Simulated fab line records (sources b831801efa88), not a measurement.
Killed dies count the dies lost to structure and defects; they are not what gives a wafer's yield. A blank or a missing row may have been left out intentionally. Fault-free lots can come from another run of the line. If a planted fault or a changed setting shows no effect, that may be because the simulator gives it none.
Comparing a struck lot with a sound one + flow sky130 + 19 steps out of a route of 708
Sound: the wafers L826.1, L826.2, L826.6. Struck: wafer L845.1. (L845.3 of the same lot was not struck and is left out.) The cause comes at the end.
At each step with rows: each side's tool, then ch and its chambers, then its first start. Under that, the readings that differ: sound wafers + struck wafers + difference of the means + sigmas: that difference in standard deviations of wafers without a fault.
alike: readings whose means differ by less than 2 such deviations, and words and numbers that are the same on both sides. not compared: withheld readings, readings that some wafer has no value for, bounds like >300 that may hide the same value, and numbers for which the record gives no deviation and whose values overlap.
A row with sigmas, a row that says differs or no value, or rows on one side alone: a step with any of these is where the two part. When numbers do not overlap yet have no deviation, they are printed without sigmas and do not part them. Lack of a reading on every wafer of one side parts them only where that side has two or more wafers.

SKY_METAL4_STRIP_19: strips in O2/N2.
  sound on plasma_asher-03 ch 0,1, day 42 09:29; struck on plasma_asher-01 ch 0, day 47 02:55
  alike: drypump_motor_current_A, oes_product_au, strip_time_to_endpoint_s
  not compared: rf_hours_counter_h
then, 4 steps without rows for these wafers: SKY_METAL4_STRIP_20 (strips in post etch residue remover, time 1200 s); SKY_METAL4_CLEAN_21 (cleans in IPA, time 180 s); SKY_METAL4_CLEAN_22 (cleans in O3/DIW); SKY_VIA4_HDPCVD_00 (deposits SiO2, target thk 1750 nm, time 291.7 s).
SKY_VIA4_THK_MEAS_01:
  sound on film_metro-04 at day 42 10:15; struck on film_metro-02 at day 47 03:43
  alike: VIA4_HDPCVD_THK
SKY_VIA4_CMP_02: polishes SiO2.
  sound on cmp-01 ch 2,3, day 42 10:22; struck on cmp-01 ch 3, day 47 03:46
| reading          | sound             | struck | difference | sigmas |
|------------------|-------------------|--------|------------|--------|
| platen_rpm (rpm) | 59.97 59.93 60.00 | 60.06  | +0.09      | +2     |
  alike: edge_zone_pressure_frac, motor_current_A, slurry_flow_ml_min
SKY_VIA4_BOW_MEAS_03:
  sound on film_metro-01 at day 42 10:37; struck on film_metro-01 at day 47 04:04
  alike: VIA4_BOW
then, 4 steps without rows for these wafers: SKY_VIA4_DEHYDRATE_04 (time 60 s); SKY_VIA4_HMDS_05 (prime time 60 s); SKY_VIA4_COAT_06 (resist thk 1140 nm); SKY_VIA4_SOFTBAKE_07 (time 60 s).
SKY_VIA4_EXPOSE_08: exposes mask VIM4, target cd 800 nm.
  sound on iline_stepper-01 ch 0, day 42 22:26; struck on iline_stepper-01 ch 0, day 47 14:08
  alike: mask, focus_offset_nm, reticle_temp_C, stage_vel_mm_s
then, 2 steps without rows for these wafers: SKY_VIA4_PEB_09; SKY_VIA4_DEVELOP_10 (develop time 60 s).
SKY_VIA4_OVL_MEAS_11:
  sound on overlay-02 at day 43 08:46; struck on overlay-02 at day 47 23:29
  alike: VIA4_OVL
SKY_VIA4_ETCH_12: etches SiO2 in C4F8/O2/Ar, stops on TiN, target depth 580 nm.
  sound on rie_diel-01 ch 0,1,3, day 43 08:48; struck on rie_diel-02 ch 2, day 47 23:31
| reading               | sound             | struck | difference | sigmas |
|-----------------------|-------------------|--------|------------|--------|
| model.VIA4.cd_nm (nm) | 799.1 799.7 799.8 | 822.7  | +23.2      |        |
  alike: oes_product_au
SKY_VIA4_STRIP_13: strips in O2/N2.
  sound on plasma_asher-02 ch 0,1, day 43 08:52; struck on plasma_asher-03 ch 0, day 47 23:35
| reading                     | sound       | struck | difference | sigmas |
|-----------------------------|-------------|--------|------------|--------|
| drypump_motor_current_A (A) | 5.6 4.9 5.6 | 6.4    | +1.0       | +2     |
  alike: oes_product_au, strip_time_to_endpoint_s
  not compared: rf_hours_counter_h
-- the record jumps here: 2 days lie between the struck wafers' starts before and after (it left off in module VIA4 and takes up again in module PAD_OPEN, whose first step shown is number 708 of the route) --
SKY_PAD_OPEN_PROBE_99:
  sound on prober-02 at day 46 07:21; struck on prober-01 at day 50 11:05
| reading                       | sound                | struck | difference | sigmas |
|-------------------------------|----------------------|--------|------------|--------|
| model.etest.via4_chain.rc_ohm | 0.8219 0.8054 0.8074 | 0.7542 | -0.0574    |        |
  alike: defect_limited_yield, killed_at_M0_to_M3, killed_at_M4_up, killed_at_contacts, killed_at_front_end, killed_at_other, killed_dies, killed_on_rim, killed_open, killed_short, sort_bin_3_pad_short, sort_bin_5_function, sort_bin_6_memory, sort_n_pass, sort_yield_pct

== WHERE THEY PART ==
At SKY_VIA4_CMP_02 first; at SKY_VIA4_STRIP_13 last (within this record only). Later steps at which nothing parts them and some readings are alike: SKY_PAD_OPEN_PROBE_99.

WHY: whatever the simulator had introduced
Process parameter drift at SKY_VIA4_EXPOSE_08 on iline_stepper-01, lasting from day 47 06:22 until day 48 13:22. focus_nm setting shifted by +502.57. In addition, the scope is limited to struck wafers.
